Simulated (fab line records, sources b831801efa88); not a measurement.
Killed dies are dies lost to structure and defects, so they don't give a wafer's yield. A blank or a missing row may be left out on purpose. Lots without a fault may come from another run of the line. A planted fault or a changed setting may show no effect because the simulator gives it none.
Which tool did it? | flow sky130 | 11 lots, 33 wafers sampled, at 1 step of a route of 708

WHAT THE GAUGES READ, wafer by wafer
SKY_VIA2_THK_MEAS_01.
lot  | measured     | on            | VIA2_HDPCVD_THK (nm)
L797 | day 35 22:02 | film_metro-02 | 1176 1172 1176
L800 | day 36 22:30 | film_metro-02 | 1178 1178 1197
L804 | day 37 22:31 | film_metro-03 | 1192 1173 1173
L807 | day 38 21:19 | film_metro-04 | 1172 1181 1167
L810 | day 39 21:44 | film_metro-03 | 1172 1165 1174
L812 | day 40 10:27 | film_metro-03 | 1184 1187 1182
L813 | day 40 17:59 | film_metro-02 | 1175 1181 1178
L815 | day 41 04:07 | film_metro-02 | 1186 1204 1179
L817 | day 42 00:00 | film_metro-02 | 1186 1176 1193
L818 | day 42 06:59 | film_metro-04 | 1189 1185 1190
L819 | day 42 17:16 | film_metro-04 | 1187 1182 1193

WHICH TOOL RAN EACH LOT (tool, then ch and the chambers of the sampled wafers, then the start)
The record holds no process step before these readings.

THE ANSWER, worked out from the rows above alone
Rule: what is usual is taken from the lots themselves. Put in order of their means at a reading, lots are off if they are a third of the lots or fewer, leave a main group of 4 or more, and stand apart from it by a gap of 3 or more times the standard deviation of the main group's means; of several such gaps the widest counts. A main group whose means are all the same, to the digits that the tables above print for the reading, isn't used. A lot without any number at a reading at which 4 lots or more have one is off too. The other lots that the step has rows for count as sound.
No lot is off at any reading shown: from this, nothing can be told.

WHAT THE SIMULATOR HAD PUT IN
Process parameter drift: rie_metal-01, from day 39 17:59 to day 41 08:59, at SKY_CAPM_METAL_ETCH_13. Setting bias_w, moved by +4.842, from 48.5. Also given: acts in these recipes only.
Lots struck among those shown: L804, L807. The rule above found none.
